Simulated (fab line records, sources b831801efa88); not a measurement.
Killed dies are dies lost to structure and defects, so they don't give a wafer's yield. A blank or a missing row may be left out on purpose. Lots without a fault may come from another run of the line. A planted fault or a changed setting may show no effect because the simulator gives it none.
Split-lot experiment | flow sky130 | 5 lots, 23 wafers read, on a route of 708 steps

THE SPLIT
At SKY_METAL2_SPUTTER_00 (material Ti, target thk 15 nm, time 10 s), the setting time_s was moved away from the recipe's 10 s on 8 of the 23 wafers read, by -6.4% to +3.9%. The other wafers ran this setting at the recipe's value.

The reading is taken at the split's own step.

THE READING
Ti_of_METAL2_SPUTTER_00.thk_nm (the simulator's own value, which no gauge read), in nm, at SKY_METAL2_SPUTTER_00 (material Ti, target thk 15 nm, time 10 s). The file gives no usual value for it. The 15 wafers here that ran the recipe average 15.16 nm, standard deviation 0.2 nm.

wafer  | tool, chamber at the split | time_s as run, s | against the recipe | Ti_of_METAL2_SPUTTER_00.thk_nm, nm | against lot-mates on the recipe
L074.1 | pvd_sputter-01, -          | 10               | recipe             | 14.89                              | -
L074.2 | pvd_sputter-01, -          | 10               | recipe             | 15.29                              | -
L074.3 | pvd_sputter-01, -          | 10               | recipe             | 15.23                              | -
L074.4 | pvd_sputter-01, -          | 10               | recipe             | 15.05                              | -
L074.5 | pvd_sputter-01, -          | 10               | recipe             | 15.05                              | -
L075.1 | pvd_sputter-03, -          | 10               | recipe             | 14.84                              | -
L075.2 | pvd_sputter-03, -          | 9.363            | -6.4%              | 14.1                               | -0.96
L075.3 | pvd_sputter-03, -          | 9.363            | -6.4%              | 13.79                              | -1.27
L075.4 | pvd_sputter-03, -          | 10               | recipe             | 15.28                              | -
L075.5 | pvd_sputter-03, -          | 9.363            | -6.4%              | 13.9                               | -1.16
L077.1 | pvd_sputter-02, -          | 10               | recipe             | 15.29                              | -
L077.2 | pvd_sputter-02, -          | 10.39            | +3.9%              | 15.66                              | +0.41
L077.3 | pvd_sputter-02, -          | 10.39            | +3.9%              | 15.88                              | +0.63
L077.5 | pvd_sputter-02, -          | 10.39            | +3.9%              | 15.95                              | +0.70
L077.6 | pvd_sputter-02, -          | 10               | recipe             | 15.21                              | -
L078.3 | pvd_sputter-01, -          | 10               | recipe             | 15.44                              | -
L078.4 | pvd_sputter-01, -          | 10               | recipe             | 15.27                              | -
L078.5 | pvd_sputter-01, -          | 10               | recipe             | 15.42                              | -
L080.1 | pvd_sputter-03, -          | 10               | recipe             | 14.84                              | -
L080.2 | pvd_sputter-03, -          | 9.49             | -5.1%              | 14.53                              | -0.52
L080.3 | pvd_sputter-03, -          | 9.49             | -5.1%              | 14.44                              | -0.61
L080.4 | pvd_sputter-03, -          | 10               | recipe             | 14.95                              | -
L080.5 | pvd_sputter-03, -          | 10               | recipe             | 15.35                              | -

THE FIT
A straight line over all 23 wafers: Ti_of_METAL2_SPUTTER_00.thk_nm changes by +0.174 nm for each +1% of time_s; r = +0.94; the points scatter about the line by 0.2 nm.
The same after taking each lot's own level away (the mean of its wafers on the recipe; 23 wafers): +0.155 nm for each +1%; r = +0.94; scatter 0.17 nm.
On that fit, the largest move of time_s shifts the reading by 0.99 nm.
The lots' own levels span 15.047 to 15.377 nm, that is 1.7 times the standard deviation above.
So the lot-to-lot level changes the slope: the two fits differ.
Check: with one of the wafers moved furthest among these (-6.4%) left out of the fit, the line predicts -0.999 nm for it against its lot-mates. It came out at -0.96 nm against them.

OTHER SPLITS ON THESE WAFERS
These wafers also went through other splits before the reading. Each is held against what the fit with the lots' levels taken away leaves over:
other split on the same wafers | wafers away from the commonest value | r with Ti_of_METAL2_SPUTTER_00.thk_nm (lot level and that fit taken away)
SKY_METAL1_SPUTTER_04 time_s   | 10                                   | +0.11
SKY_METAL1_ETCH_18 time_s      | 10                                   | -0.03
SKY_VIA1_ETCH_14 time_s        | 9                                    | +0.36

THE FILE'S OWN FIT
Ti_of_METAL2_SPUTTER_00.thk_nm changes by +0.151 nm for each +1% of time_s, r = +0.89.
